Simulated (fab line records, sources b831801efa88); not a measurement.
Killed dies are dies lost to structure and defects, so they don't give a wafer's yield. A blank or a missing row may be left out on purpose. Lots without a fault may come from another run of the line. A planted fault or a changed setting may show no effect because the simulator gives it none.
fab line records | flow sky130
record lots=11 wafers=33 last_day=50
route steps=708 shown METAL4@600 CAP2M@603 VIA4@641 PAD_OPEN@708
lots that met no fault: from a run of the same line without faults
start_h: hours from the record's first day to the start of the lot's first wafer shown | wait_h: hours since the lot's step before | " the same as in the row above | L1.1+2: a row that stands for several wafers | - no value, or no start given | * or withheld: withheld | < > ~ a bound
route shown NAME@n: a module of which the file shows steps, and the number in the route of the first | usual: mean/standard deviation of fault-free wafers | same: alike in all rows | chamber/n: place in a boat | sites: the reading at each site | _std_site: their standard deviation | _edge_site: outer sites' mean less inner sites' | radius_mm: how far each site lies from the wafer's centre | mask NAME#n: copy n | behind: the tool/chamber that last shaped the wafer | hold: why the lot was held/for how many hours/how that ended | device: the transistor (n, p or np) that didn't switch | end of line: the same wafers' tests at the end of the route | a step without rows: its recipe alone | killed: dies lost to structure and defects at the first sort, not the wafer's yield | map: a wafer's dies, x killed, . not, _ none there
set.NAME: the setting as run; set.NAME@STEP: as run at that earlier step | model.NAME: the simulator's own value behind a step, which no gauge read
steps of the route over a sample of lots; a table a step, a row a wafer
services: from which hour (start_h, from the record's first day; less than 0 if before it) a tool's chamber was out of use, for how many hours, and why
## steps
# step SKY_METAL4_SPUTTER_02
# recipe material=AlCu target_thk_nm=735 power_w=10600 time_s=39.1 chamber_pressure_pa=0.4
# usual throttle_valve_pct=29.6/0.95
# columns lot.wafer tool chamber start_h wait_h throttle_valve_pct
L812.3 pvd_sputter-02 - 942.25 0.0 30.6
L812.4 " - " " 30.2
L812.6 " - " " 30.9
L814.1 pvd_sputter-02 - 957.83 0.0 28.3
L814.2 " - " " 30.2
L814.3 " - " " 28.3
L815.2 pvd_sputter-04 - 971.63 0.0 30.2
L815.3 " - " " 30.1
L815.4 " - " " 28.1
L817.3 pvd_sputter-02 - 983.68 0.0 28.4
L817.4 " - " " 29.9
L817.6 " - " " 31.0
L818.1 pvd_sputter-02 - 987.12 0.0 28.3
L818.3 " - " " 27.9
L818.6 " - " " 28.5
L823.1 pvd_sputter-04 - 1012.28 0.0 29.9
L823.2 " - " " 30.3
L823.5 " - " " 29.6
L824.1 pvd_sputter-01 - 1018.94 0.0 29.5
L824.2 " - " " 31.0
L824.3 " - " " 30.1
L825.1 pvd_sputter-02 - 1024.88 0.0 30.9
L825.3 " - " " 28.5
L825.5 " - " " 30.6
L827.1 pvd_sputter-01 - 1060.08 0.0 30.4
L827.2 " - " " 30.1
L827.5 " - " " 29.5
L830.1 pvd_sputter-01 - 1063.14 0.0 30.9
L830.4 " - " " 30.5
L830.5 " - " " 30.5
L832.4 pvd_sputter-04 - 1071.63 0.0 29.7
L832.5 " - " " 28.5
L832.6 " - " " 29.8
# step SKY_CAP2M_CVD_00
# recipe material=SiO2 target_thk_nm=15.5 temp_c=400 time_s=withheld rf_w=450
# usual heater_power_w=802/97
# columns lot.wafer tool chamber start_h wait_h heater_power_w
L812.3 pecvd-03 0 942.36 0.0 688
L812.4 " 1 " " 777
L812.6 " 2 " " 917
L814.1 pecvd-04 0 957.94 0.0 713
L814.2 " 1 " " 875
L814.3 " 2 " " 767
L815.2 pecvd-03 2 971.73 0.0 757
L815.3 " 0 " " 655
L815.4 " 0 " " 667
L817.3 pecvd-01 1 983.78 0.0 900
L817.4 " 1 " " 891
L817.6 " 2 " " 969
L818.1 pecvd-01 0 987.22 0.0 708
L818.3 " 2 " " 897
L818.6 " 2 " " 902
L823.1 pecvd-01 0 1012.38 0.0 746
L823.2 " 1 " " 757
L823.5 " 0 " " 743
L824.1 pecvd-01 1 1019.05 0.0 880
L824.2 " 2 " " 898
L824.3 " 0 " " 684
L825.1 pecvd-01 1 1024.98 0.0 726
L825.3 " 2 " " 956
L825.5 " 2 " " 932
L827.1 pecvd-01 2 1060.18 0.0 1021
L827.2 " 1 " " 842
L827.5 " 1 " " 809
L830.1 pecvd-04 1 1063.24 0.0 879
L830.4 " 0 " " 780
L830.5 " 1 " " 866
L832.4 pecvd-03 2 1071.74 0.0 811
L832.5 " 1 " " 635
L832.6 " 0 " " 682
# step SKY_METAL4_ETCH_17
# recipe target=SiO2 stop_on=TiN chemistry=C4F8/O2/Ar source_w=1500 bias_w=1200 pressure_mtorr=40 c4f8_flow_sccm=withheld O2_flow_sccm=6 Ar_flow_sccm=300 time_s=3.9 target_depth_a=150
# usual oes_product_au=0.755/0.0078
# columns lot.wafer tool chamber start_h wait_h oes_product_au rf_hours_counter_h
L812.3 rie_diel-01 2 991.35 0.0 0.743 16
L812.4 " 1 " " 0.758 -
L812.6 " 2 " " 0.743 -
L814.1 rie_diel-03 3 1005.89 0.1 0.755 11
L814.2 " 2 " " 0.753 22
L814.3 " 0 " " 0.757 18
L815.2 rie_diel-04 3 1019.30 0.1 0.747 15
L815.3 " 0 " " 0.753 23
L815.4 " 1 " " 0.756 18
L817.3 rie_diel-03 1 1031.15 0.0 0.747 15
L817.4 " 0 " " 0.771 19
L817.6 " 1 " " 0.758 -
L818.1 rie_diel-03 3 1033.84 0.1 0.752 12
L818.3 " 2 " " 0.753 23
L818.6 " 2 " " 0.760 -
L823.1 rie_diel-03 0 1057.84 0.1 0.746 20
L823.2 " 3 " " 0.758 13
L823.5 " 0 " " 0.762 -
L824.1 rie_diel-04 3 1064.84 0.1 0.757 16
L824.2 " 0 " " 0.752 24
L824.3 " 1 " " 0.763 19
L825.1 rie_diel-01 0 1070.03 0.1 0.754 15
L825.3 " 2 " " 0.743 18
L825.5 " 2 " " 0.755 -
L827.1 rie_diel-04 2 1102.50 0.1 0.754 25
L827.2 " 3 " " 0.757 17
L827.5 " 2 " " 0.760 -
L830.1 rie_diel-04 2 1104.95 0.1 0.752 25
L830.4 " 3 " " 0.753 17
L830.5 " 1 " " 0.750 -
L832.4 rie_diel-01 1 1113.75 0.0 0.748 14
L832.5 " 3 " " 0.763 -
L832.6 " 0 " " 0.746 -
# step SKY_METAL4_METAL_ETCH_18
# recipe target_depth_a=8450 stop_on=SiO2 over_etch_frac=0.3 time_s=183.1 chemistry=Cl2/BCl3 resist_sidewall_deg=88 pressure_mtorr=10 icp_w=900 bias_w=48.5 Cl2_flow_sccm=60 bcl3_flow_sccm=30
# usual drypump_motor_current_A=5.9/0.38 oes_product_au=0.868/0.0073 throttle_valve_pct=22.265/0.0095
# columns lot.wafer tool chamber start_h wait_h drypump_motor_current_A oes_product_au rf_hours_counter_h throttle_valve_pct
L812.3 rie_metal-02 1 991.49 0.1 6.0 0.871 - 22.254
L812.4 " 1 " " 6.0 0.870 - 22.249
L812.6 " 1 " " 6.0 0.857 - 22.271
L814.1 rie_metal-02 0 1005.91 0.0 6.3 0.878 0 22.285
L814.2 " 1 " " 6.0 0.873 10 22.270
L814.3 " 1 " " 6.0 0.872 - 22.253
L815.2 rie_metal-02 0 1019.32 0.0 6.3 0.876 1 22.258
L815.3 " 1 " " 6.0 0.874 - 22.281
L815.4 " 0 " " 6.3 0.883 - 22.276
L817.3 rie_metal-02 1 1031.23 0.1 6.0 0.866 - 22.262
L817.4 " 0 " " 6.3 0.855 - 22.266
L817.6 " 0 " " 6.3 0.860 - 22.259
L818.1 rie_metal-02 1 1033.86 0.0 6.0 0.923 12 22.266
L818.3 " 0 " " 6.3 0.916 - 22.262
L818.6 " 1 " " 6.0 0.912 - 22.266
L823.1 rie_metal-02 1 1057.86 0.0 6.0 0.866 13 22.279
L823.2 " 0 " " 6.3 0.870 4 22.272
L823.5 " 1 " " 6.0 0.870 - 22.269
L824.1 rie_metal-02 0 1064.86 0.0 6.3 0.868 4 22.256
L824.2 " 1 " " 6.0 0.865 14 22.264
L824.3 " 1 " " 6.0 0.864 - 22.251
L825.1 rie_metal-02 1 1070.05 0.0 6.0 0.913 14 22.275
L825.3 " 1 " " 6.0 0.916 - 22.266
L825.5 " 0 " " 6.3 0.921 - 22.266
L827.1 rie_metal-03 1 1102.52 0.0 5.9 0.860 15 22.254
L827.2 " 0 " " 6.0 0.853 15 22.256
L827.5 " 1 " " 5.8 0.852 - 22.252
L830.1 rie_metal-02 0 1104.97 0.0 6.3 0.857 8 22.251
L830.4 " 0 " " 6.3 0.854 - 22.259
L830.5 " 1 " " 6.0 0.865 - 22.264
L832.4 rie_metal-01 1 1113.83 0.1 6.0 0.872 - 22.246
L832.5 " 0 " " 5.1 0.876 - 22.270
L832.6 " 1 " " 6.0 0.879 - 22.274
# step SKY_VIA4_CMP_02
# recipe material=SiO2 down_force_psi=4 platen_rpm=60 pad_velocity_m_s=0.94248
# usual motor_current_A=11.9/1.2 slurry_filter_dp_kPa=13.52/0.14
# columns lot.wafer tool chamber start_h wait_h motor_current_A slurry_filter_dp_kPa
L812.4 cmp-02 2 992.58 0.0 11.8 13.45
L812.3 " 0 " " 11.4 13.57
L812.6 " 3 " " 14.3 13.39
L814.2 cmp-01 2 1007.06 0.2 11.9 13.30
L814.3 " 3 " " 9.8 13.45
L814.1 " 1 " " 13.8 13.56
L815.2 cmp-01 3 1020.33 0.0 9.9 13.57
L815.3 " 0 " " 11.3 13.51
L815.4 " 1 " " 13.4 13.37
L817.3 cmp-02 1 1032.23 0.1 11.9 13.18
L817.4 " 3 " " 13.7 13.67
L817.6 " 1 " " 11.8 13.41
L818.3 cmp-02 0 1034.97 0.1 12.1 13.55
L818.1 " 1 " " 11.2 13.50
L818.6 " 3 " " 14.4 13.56
L823.1 cmp-02 2 1058.87 0.1 11.5 13.43
L823.2 " 1 " " 11.6 13.49
L823.5 " 3 " " 13.5 13.38
L824.1 cmp-01 2 1065.87 0.1 12.4 13.56
L824.3 " 0 " " 11.4 13.70
L824.2 " 1 " " 13.9 13.75
L825.3 cmp-02 1 1071.09 0.0 11.6 13.51
L825.1 " 0 " " 12.2 13.55
L825.5 " 1 " " 11.9 13.39
L827.2 cmp-01 1 1103.59 0.1 14.2 13.58
L827.1 " 3 " " 9.9 13.24
L827.5 " 0 " " 11.1 13.77
L830.4 cmp-02 1 1106.03 0.1 11.3 13.59
L830.1 " 3 " " 14.1 13.45
L830.5 " 1 " " 11.1 13.65
L832.4 cmp-01 0 1114.92 0.1 11.1 13.47
L832.5 " 2 " " 11.9 13.38
L832.6 " 3 " " 9.9 13.60
# step SKY_PAD_OPEN_PROBE_99
# usual defect_limited_yield=82.1/1.7 killed_at_M0_to_M3=44/6.4 killed_at_M4_up=3.0/1.8 killed_at_contacts=24/5 killed_at_front_end=16/4.3 killed_at_other=0.4/0.76 killed_dies=88/8.6 killed_open=47/7.2 killed_short=40/5.5 sort_bin_3_pad_short=0.9/0.44 sort_bin_5_function=10.6/1.5 sort_bin_6_memory=6.4/1.2 sort_n_pass=404/8.6 sort_yield_pct=82.1/1.7
# same gross_dies=492 killed_at_back_side=0 sort_bin_4_leakage[%]=0 sort_bin_8_speed[%]=0
# columns lot.wafer tool chamber start_h wait_h defect_limited_yield[%] killed_at_M0_to_M3 killed_at_M4_up killed_at_contacts killed_at_front_end killed_at_other killed_dies killed_open killed_short sort_bin_3_pad_short[%] sort_bin_5_function[%] sort_bin_6_memory[%] sort_n_pass sort_yield_pct[%]
L812.3 prober-01 - 1085.65 0.2 85.6 39 4 16 12 0 71 35 36 1.6 8.9 3.9 421 85.6
L812.4 prober-01 - 1085.70 0.2 82.3 51 5 13 17 1 87 48 39 0.6 11.2 5.9 405 82.3
L812.6 prober-01 - 1085.80 0.2 80.5 51 5 22 18 0 96 61 35 0.6 11.4 7.5 396 80.5
L814.1 prober-01 - 1098.11 0.1 84.6 39 3 22 11 1 76 39 37 0.2 8.9 6.3 416 84.6
L814.2 prober-01 - 1098.16 0.1 81.5 50 4 30 7 0 91 42 49 1.4 10.8 6.3 401 81.5
L814.3 prober-01 - 1098.21 0.2 81.1 53 3 21 16 0 93 56 37 0.8 9.1 8.9 399 81.1
L815.2 prober-02 - 1112.21 0.1 84.1 44 2 19 13 0 78 39 38 0.6 8.7 6.5 414 84.1
L815.3 prober-02 - 1112.26 0.2 83.5 42 3 17 19 0 81 50 31 1.0 8.5 6.9 411 83.5
L815.4 prober-02 - 1112.31 0.2 81.3 53 4 23 12 0 92 50 42 0.4 12.0 6.3 400 81.3
L817.3 prober-02 - 1119.53 0.2 82.3 38 3 23 23 0 87 47 40 0.8 10.0 6.9 405 82.3
L817.4 prober-02 - 1119.58 0.2 79.7 59 3 27 11 0 100 57 43 0.2 12.0 8.1 392 79.7
L817.6 prober-02 - 1119.68 0.2 81.9 46 4 26 12 1 89 47 41 1.0 10.8 6.3 403 81.9
L818.1 prober-01 - 1122.88 0.1 85.0 34 2 14 24 0 74 40 34 1.6 8.1 5.3 418 85.0
L818.3 prober-01 - 1122.98 0.2 81.5 45 4 22 20 0 91 48 43 0.8 10.4 7.3 401 81.5
L818.6 prober-01 - 1123.13 0.2 82.1 44 2 23 19 0 88 43 45 0 12.0 5.9 404 82.1
L823.1 prober-02 - 1142.95 0.1 83.9 37 1 32 9 0 79 38 41 1.0 10.0 5.1 413 83.9
L823.2 prober-02 - 1143.00 0.1 82.7 38 3 31 12 1 85 40 45 1.6 12.2 3.5 407 82.7
L823.5 prober-02 - 1143.15 0.2 81.5 48 2 22 18 1 91 46 45 1.0 10.2 7.3 401 81.5
L824.1 prober-01 - 1149.52 0.1 80.9 54 5 19 16 0 94 43 50 0.4 11.8 6.9 398 80.9
L824.2 prober-01 - 1149.57 0.1 81.5 44 4 23 20 0 91 44 46 2.0 9.3 7.1 401 81.5
L824.3 prober-01 - 1149.62 0.2 79.9 54 1 26 17 1 99 58 40 0.8 13.2 6.1 393 79.9
L825.1 prober-02 - 1154.07 0.1 78.7 45 4 37 19 0 105 61 43 1.2 11.6 8.5 387 78.7
L825.3 prober-02 - 1154.17 0.2 80.9 43 1 31 19 0 94 45 48 0.4 11.6 7.1 398 80.9
L825.5 prober-02 - 1154.27 0.2 79.3 53 3 31 15 0 102 59 41 1.0 11.0 8.7 390 79.3
L827.1 prober-01 - 1181.56 0.1 80.5 46 0 28 20 2 96 47 47 1.8 12.2 5.5 396 80.5
L827.2 prober-01 - 1181.61 0.1 83.1 34 1 24 22 2 83 46 35 1.0 9.1 6.7 409 83.1
L827.5 prober-01 - 1181.76 0.2 82.9 30 4 25 25 0 84 43 41 0.6 11.4 5.1 408 82.9
L830.1 prober-01 - 1183.46 0.1 83.5 45 3 20 13 0 81 42 39 1.0 9.6 5.9 411 83.5
L830.4 prober-01 - 1183.61 0.2 83.7 39 3 24 14 0 80 38 42 1.2 8.7 6.3 412 83.7
L830.5 prober-01 - 1183.66 0.2 80.5 55 2 23 16 0 96 46 50 1.4 10.2 7.9 396 80.5
L832.4 prober-01 - 1192.02 0.2 81.3 34 3 36 17 2 92 50 39 0.8 12.0 5.9 400 81.3
L832.5 prober-01 - 1192.07 0.2 84.6 43 6 16 11 0 76 38 36 1.0 8.7 5.7 416 84.6
L832.6 prober-01 - 1192.12 0.2 79.9 53 0 28 18 0 99 47 50 0.8 12.0 7.3 393 79.9
# killed by level:class
L812.3 VIA1:geometric_particle:open=7 LI_CONTACT:geometric_particle:open=6 VIA3:geometric_particle:open=6 CONTACT:geometric_particle:open=5 VIA1:geometric_particle:short=5 VIA2:geometric_particle:open=5 FIELD_ISO:geometric_particle:short=4 METAL1:geometric_particle:short=4
L812.4 VIA2:geometric_particle:open=13 VIA1:geometric_particle:open=10 VIA3:geometric_particle:open=8 CONTACT:geometric_particle:open=6 METAL1:geometric_particle:short=6 VIA1:geometric_particle:short=4 METAL4:geometric_particle:short=4 FIELD_ISO:geometric_particle:short=3
L812.6 VIA1:geometric_particle:open=17 CONTACT:geometric_particle:open=9 VIA3:geometric_particle:open=8 POLY_GATE:geometric_particle:short=6 VIA2:geometric_particle:open=6 VIA1:geometric_particle:short=6 POLY_GATE:geometric_particle:open=5 LI_CONTACT:geometric_particle:open=5
L814.1 VIA3:geometric_particle:open=8 METAL2:geometric_particle:short=7 VIA1:geometric_particle:open=7 LI_CONTACT:geometric_particle:open=5 CONTACT:geometric_particle:open=5 POLY_GATE:geometric_particle:open=4 CONTACT:geometric_particle:short=4 VIA1:geometric_particle:short=4
L814.2 VIA1:geometric_particle:open=12 METAL1:geometric_particle:short=10 LI_CONTACT:geometric_particle:open=9 CONTACT:geometric_particle:open=7 VIA1:geometric_particle:short=7 LI_CONTACT:geometric_particle:short=6 METAL3:geometric_particle:short=5 VIA3:geometric_particle:open=5
L814.3 VIA1:geometric_particle:open=21 CONTACT:geometric_particle:open=7 LI_CONTACT:geometric_particle:open=6 POLY_GATE:geometric_particle:open=5 METAL2:geometric_particle:short=5 METAL1:geometric_particle:short=5 VIA1:geometric_particle:short=5 SPACER:geometric_particle:open=4
L815.2 VIA1:geometric_particle:open=8 VIA2:geometric_particle:short=8 VIA2:geometric_particle:open=7 LI_CONTACT:geometric_particle:open=6 CONTACT:geometric_particle:open=5 METAL2:geometric_particle:open=5 METAL2:geometric_particle:short=4 VIA3:geometric_particle:open=4
L815.3 VIA1:geometric_particle:open=18 LI_CONTACT:geometric_particle:open=9 FIELD_ISO:geometric_particle:open=5 FIELD_ISO:geometric_particle:short=5 METAL2:geometric_particle:short=5 VIA3:geometric_particle:open=5 CONTACT:geometric_particle:short=4 CONTACT:geometric_particle:open=4
L815.4 VIA2:geometric_particle:open=12 VIA1:geometric_particle:open=11 METAL3:geometric_particle:short=8 LI_CONTACT:geometric_particle:open=7 CONTACT:geometric_particle:open=6 FIELD_ISO:geometric_particle:short=5 METAL1:geometric_particle:short=5 CONTACT:geometric_particle:short=4
L817.3 VIA2:geometric_particle:open=8 VIA3:geometric_particle:open=8 POLY_GATE:geometric_particle:short=7 LI_CONTACT:geometric_particle:open=7 CONTACT:geometric_particle:open=7 FIELD_ISO:geometric_particle:short=6 CONTACT:geometric_particle:short=6 METAL1:geometric_particle:short=5
L817.4 VIA1:geometric_particle:open=11 CONTACT:geometric_particle:open=10 VIA3:geometric_particle:open=10 VIA2:geometric_particle:open=7 CONTACT:geometric_particle:short=6 VIA1:geometric_particle:short=6 LI_CONTACT:geometric_particle:open=5 VIA2:geometric_particle:short=5
L817.6 CONTACT:geometric_particle:open=10 METAL1:geometric_particle:short=10 LI_CONTACT:geometric_particle:open=9 VIA2:geometric_particle:open=8 VIA3:geometric_particle:short=6 LI_CONTACT:geometric_particle:short=5 METAL1:geometric_particle:open=4 VIA1:geometric_particle:open=3
L818.1 VIA1:geometric_particle:open=12 FIELD_ISO:geometric_particle:short=7 CONTACT:geometric_particle:open=7 FIELD_ISO:geometric_particle:open=5 METAL1:geometric_particle:short=5 CONTACT:geometric_particle:short=4 VIA3:geometric_particle:open=4 POLY_GATE:geometric_particle:short=3
L818.3 VIA1:geometric_particle:open=11 CONTACT:geometric_particle:open=9 VIA3:geometric_particle:open=7 VIA1:geometric_particle:short=6 VIA2:geometric_particle:open=6 FIELD_ISO:geometric_particle:open=4 FIELD_ISO:geometric_particle:short=4 POLY_GATE:geometric_particle:open=4
L818.6 VIA1:geometric_particle:open=13 LOCAL_INTERCONNECT:geometric_particle:short=7 METAL3:geometric_particle:short=7 VIA2:geometric_particle:open=6 METAL2:geometric_particle:short=6 FIELD_ISO:geometric_particle:short=5 POLY_GATE:geometric_particle:open=5 CONTACT:geometric_particle:short=5
L823.1 CONTACT:geometric_particle:open=8 METAL1:geometric_particle:short=8 LOCAL_INTERCONNECT:geometric_particle:short=7 CONTACT:geometric_particle:short=7 VIA1:geometric_particle:short=7 VIA3:geometric_particle:open=6 LI_CONTACT:geometric_particle:open=5 VIA1:geometric_particle:open=4
L823.2 CONTACT:geometric_particle:open=10 VIA2:geometric_particle:open=9 CONTACT:geometric_particle:short=8 METAL2:geometric_particle:short=7 FIELD_ISO:geometric_particle:short=5 LI_CONTACT:geometric_particle:open=5 VIA1:geometric_particle:open=5 METAL3:geometric_particle:short=5
L823.5 VIA1:geometric_particle:open=10 VIA2:geometric_particle:open=10 LI_CONTACT:geometric_particle:open=8 METAL1:geometric_particle:short=7 CONTACT:geometric_particle:open=6 POLY_GATE:geometric_particle:short=6 METAL3:geometric_particle:short=6 LOCAL_INTERCONNECT:geometric_particle:short=5
L824.1 VIA2:geometric_particle:open=8 METAL1:geometric_particle:short=7 VIA3:geometric_particle:open=7 VIA1:geometric_particle:open=7 CONTACT:geometric_particle:open=6 METAL2:geometric_particle:short=6 POLY_GATE:geometric_particle:short=5 VIA1:geometric_particle:short=5
L824.2 VIA1:geometric_particle:open=9 FIELD_ISO:geometric_particle:short=8 CONTACT:geometric_particle:open=8 LI_CONTACT:geometric_particle:open=7 VIA1:geometric_particle:short=6 METAL2:geometric_particle:short=6 VIA2:geometric_particle:open=6 METAL1:geometric_particle:short=5
L824.3 CONTACT:geometric_particle:open=13 VIA1:geometric_particle:open=11 LI_CONTACT:geometric_particle:open=9 VIA1:geometric_particle:short=8 METAL2:geometric_particle:short=7 VIA2:geometric_particle:open=7 VIA3:geometric_particle:open=7 FIELD_ISO:geometric_particle:open=5
L825.1 CONTACT:geometric_particle:open=18 LI_CONTACT:geometric_particle:open=10 VIA1:geometric_particle:open=10 VIA1:geometric_particle:short=7 FIELD_ISO:geometric_particle:open=6 METAL2:geometric_particle:short=6 VIA2:geometric_particle:open=5 CONTACT:geometric_particle:short=4
L825.3 VIA1:geometric_particle:open=10 CONTACT:geometric_particle:open=9 LI_CONTACT:geometric_particle:open=7 CONTACT:geometric_particle:short=7 VIA1:geometric_particle:short=7 VIA3:geometric_particle:open=6 METAL1:geometric_particle:short=5 FIELD_ISO:geometric_particle:open=4
L825.5 CONTACT:geometric_particle:open=16 VIA1:geometric_particle:open=13 LI_CONTACT:geometric_particle:open=8 VIA1:geometric_particle:short=7 VIA2:geometric_particle:open=7 FIELD_ISO:geometric_particle:open=5 CONTACT:geometric_particle:short=5 VIA3:geometric_particle:short=5
L827.1 CONTACT:geometric_particle:open=11 METAL2:geometric_particle:short=10 LI_CONTACT:geometric_particle:open=8 VIA1:geometric_particle:open=8 METAL1:geometric_particle:short=5 VIA1:geometric_particle:short=5 VIA2:geometric_particle:short=5 SPACER:geometric_particle:short=4
L827.2 CONTACT:geometric_particle:open=9 FIELD_ISO:geometric_particle:open=7 VIA3:geometric_particle:open=7 LI_CONTACT:geometric_particle:open=6 METAL1:geometric_particle:short=6 VIA2:geometric_particle:open=6 POLY_GATE:geometric_particle:short=5 METAL2:geometric_particle:short=5
L827.5 VIA1:geometric_particle:open=8 FIELD_ISO:geometric_particle:short=7 CONTACT:geometric_particle:short=7 CONTACT:geometric_particle:open=6 FIELD_ISO:geometric_particle:open=5 POLY_GATE:geometric_particle:open=5 VIA2:geometric_particle:open=5 POLY_GATE:geometric_particle:short=4
L830.1 VIA1:geometric_particle:open=9 VIA2:geometric_particle:open=7 VIA1:geometric_particle:short=7 LI_CONTACT:geometric_particle:open=6 VIA3:geometric_particle:open=6 CONTACT:geometric_particle:open=5 CONTACT:geometric_particle:short=4 VIA2:geometric_particle:short=4
L830.4 VIA1:geometric_particle:open=11 CONTACT:geometric_particle:open=7 VIA1:geometric_particle:short=7 FIELD_ISO:geometric_particle:short=6 LOCAL_INTERCONNECT:geometric_particle:short=6 METAL1:geometric_particle:short=6 VIA3:geometric_particle:open=5 LI_CONTACT:geometric_particle:open=4
L830.5 VIA1:geometric_particle:open=16 VIA1:geometric_particle:short=9 CONTACT:geometric_particle:open=8 METAL2:geometric_particle:short=7 POLY_GATE:geometric_particle:short=6 LOCAL_INTERCONNECT:geometric_particle:short=6 VIA3:geometric_particle:short=6 VIA2:geometric_particle:open=5
L832.4 LI_CONTACT:geometric_particle:open=13 CONTACT:geometric_particle:open=10 VIA1:geometric_particle:open=8 LI_CONTACT:geometric_particle:short=5 METAL2:geometric_particle:short=5 VIA2:geometric_particle:short=5 FIELD_ISO:geometric_particle:short=4 SPACER:geometric_particle:open=4
L832.5 METAL2:geometric_particle:short=9 VIA1:geometric_particle:open=8 LI_CONTACT:geometric_particle:open=6 VIA2:geometric_particle:open=6 VIA3:geometric_particle:open=5 METAL4:geometric_particle:short=5 METAL1:geometric_particle:short=5 VIA1:geometric_particle:short=4
L832.6 VIA1:geometric_particle:open=10 CONTACT:geometric_particle:open=8 VIA3:geometric_particle:open=7 LI_CONTACT:geometric_particle:open=6 METAL1:geometric_particle:short=6 METAL2:geometric_particle:short=6 FIELD_ISO:geometric_particle:short=5 LI_CONTACT:geometric_particle:short=5
## services
# columns tool chamber start_h hours kind
cmp-01 - 922.22 2.5 repair
rie_diel-03 2 922.96 3.8 repair
cmp-02 - 929.32 0.3 repair
cmp-01 - 950.25 5.6 pm
rie_diel-01 1 965.47 10.7 repair
rie_diel-01 3 969.45 20.5 repair
cmp-01 - 972.54 0.9 repair
rie_diel-01 1 977.86 4.1 repair
rie_diel-03 0 978.39 14.0 repair
rie_diel-01 0 986.86 6.9 repair
cmp-02 - 988.06 0.8 repair
pvd_sputter-01 - 1008.39 2.2 repair
cmp-01 - 1018.19 0.4 repair
pecvd-01 1 1019.66 4.4 repair
pvd_sputter-04 - 1020.70 25.5 repair
rie_diel-01 - 1022.07 1.1 repair
pecvd-01 - 1025.72 0.9 repair
rie_metal-02 - 1037.84 0.4 repair
pecvd-01 0 1045.82 23.9 repair
rie_diel-03 - 1047.44 0.3 repair
cmp-01 - 1084.03 4.0 pm
rie_diel-03 3 1091.19 3.0 repair
pecvd-01 0 1099.85 2.1 repair
cmp-02 - 1109.47 4.2 pm
## key
first_sign step=SKY_METAL4_METAL_ETCH_18 reading=oes_product_au direction=up sigmas=6.6 usual=0.868 struck=0.917
effect none on later readings
met_at SKY_METAL4_SPUTTER_02
struck_lots L818,L825
not_acting_at SKY_CAP2M_CVD_00,SKY_METAL4_ETCH_17,SKY_VIA4_CMP_02
onset_between 983.68 987.12
fault kind=process_parameter_drift tool=pvd_sputter-02 chamber=- onset_h=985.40 steps=SKY_METAL4_SPUTTER_02 channel=time_s offset=* shape=step end_h=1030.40 acts_in=* stated=*
